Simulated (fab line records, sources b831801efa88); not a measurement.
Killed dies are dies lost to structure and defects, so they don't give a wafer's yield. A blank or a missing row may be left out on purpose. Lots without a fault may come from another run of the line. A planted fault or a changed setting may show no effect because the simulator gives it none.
A struck lot beside a sound one | flow sfq_line | 14 steps out of a route of 325
Sound: wafers L639.2, L639.3, L639.5. Struck: wafer L647.5. (L647.2, L647.4 of the same lot were not struck and are left out.) The cause comes at the end.
At each step with rows: each side's tool, then ch and its chambers, then its first start. Under that, the readings that differ: sound wafers | struck wafers | difference of the means | sigmas: that difference in standard deviations of wafers without a fault.
alike: readings whose means differ by less than 2 such deviations, and words and numbers that are the same on both sides. not compared: withheld readings, readings that some wafer has no value for, bounds like >300 that may hide the same value, and numbers for which the record gives no deviation and whose values overlap.
The two part at a step that has a row with sigmas, a row that says differs or no value, or rows on one side only. Numbers that don't overlap but have no deviation are shown without sigmas and don't part them. A reading that every wafer of one side lacks parts them only if that side has two wafers or more.

first, 6 steps without rows for these wafers: SFQ_TRILAYER_M4_LITHO_COAT_098 (resist thk 62 nm); SFQ_TRILAYER_M4_LITHO_COAT_093 (resist thk 600 nm); SFQ_TRILAYER_M4_LITHO_SOFTBAKE_097; SFQ_TRILAYER_M4_LITHO_EXPOSE_094 (exposes mask M4, target cd 500 nm); SFQ_TRILAYER_M4_LITHO_PEB_096 (peb time 60 s); SFQ_TRILAYER_M4_LITHO_DEVELOP_095 (time 60 s).
SFQ_M4_OVL_MEAS_926:
  sound on overlay-01, day 41 12:25; struck on overlay-01, day 47 09:17
  alike: M4_OVL
SFQ_TRILAYER_M4_BARC_OPEN_METAL_ETCH_123: etches BARC in O2, target depth 125 nm, time 41.7 s.
  sound on rie_metal-01 ch 0,1, day 41 12:27; struck on rie_metal-01 ch 1, day 47 09:19
  alike: chamber_pressure_mTorr, drypump_motor_current_A, oes_product_au
  not compared: rf_hours_counter_h
SFQ_TRILAYER_M4_ETCH_METAL_ETCH_096: etches Nb in Cl2/Ar, stops on SiO2, target depth 240 nm, time 120 s.
  sound on rie_metal-01 ch 0,1, day 41 12:31; struck on rie_metal-01 ch 1, day 47 09:23
  reading                        | sound               | struck | difference | sigmas
  chamber_pressure_mTorr (mTorr) | 10.020 9.987 10.014 | 9.983  | -0.024     | -2
  alike: drypump_motor_current_A, oes_product_au
  not compared: rf_hours_counter_h
SFQ_TRILAYER_M4_STRIP_STRIP_097: strips in O2.
  sound on rie_metal-01 ch 0,1, day 41 12:38; struck on rie_metal-01 ch 1, day 47 09:30
  alike: chamber_pressure_mTorr, drypump_motor_current_A, oes_product_au
  not compared: rf_hours_counter_h
then, 1 step without rows for these wafers: SFQ_TRILAYER_M4_STRIP_SOLV_CLEAN_098 (cleans in NMP, time 600 s).
SFQ_TRILAYER_I4_DEP_PECVD_099: deposits SiO2 from SiH4/N2O, time 111.11 s, target thk 500 nm.
  sound on pecvd-03 ch 0,1, day 41 13:25; struck on pecvd-04 ch 0, day 47 10:17
  reading                                             | sound             | struck | difference | sigmas
  rf_fwd_power_W (W)                                  | 182.7 182.0 182.5 | 211.4  | +29.0      | +43
  showerhead_vpp_V (V)                                | 804 863 871       | 898    | +52        | +2
  model.SiO2_of_TRILAYER_I4_DEP_PECVD_099.thk_nm (nm) | 494.7 497.1 507.9 | 525.7  | +25.8      |
  alike: heater_power_w, throttle_valve_pct
  not compared: since_wet_clean_h
SFQ_TRILAYER_I4_CMP_CMP_100: polishes SiO2.
  sound on cmp-01 ch 1,2,3, day 41 16:29; struck on cmp-01 ch 2, day 47 14:16
  reading                | sound       | struck | difference | sigmas
  time_to_endpoint_s (s) | 208 216 223 | 233    | +17        | +3
  alike: edge_zone_pressure_frac, motor_current_A
SFQ_I4_BOW_MEAS_927:
  sound on film_metro-01, day 41 19:01; struck on film_metro-04, day 47 15:47
  alike: I4_BOW

WHERE THEY PART
First at SFQ_TRILAYER_M4_ETCH_METAL_ETCH_096; last, within this record, at SFQ_TRILAYER_I4_CMP_CMP_100. Later steps at which nothing parts them and some readings are alike: SFQ_I4_BOW_MEAS_927.

WHY: what the simulator had put in
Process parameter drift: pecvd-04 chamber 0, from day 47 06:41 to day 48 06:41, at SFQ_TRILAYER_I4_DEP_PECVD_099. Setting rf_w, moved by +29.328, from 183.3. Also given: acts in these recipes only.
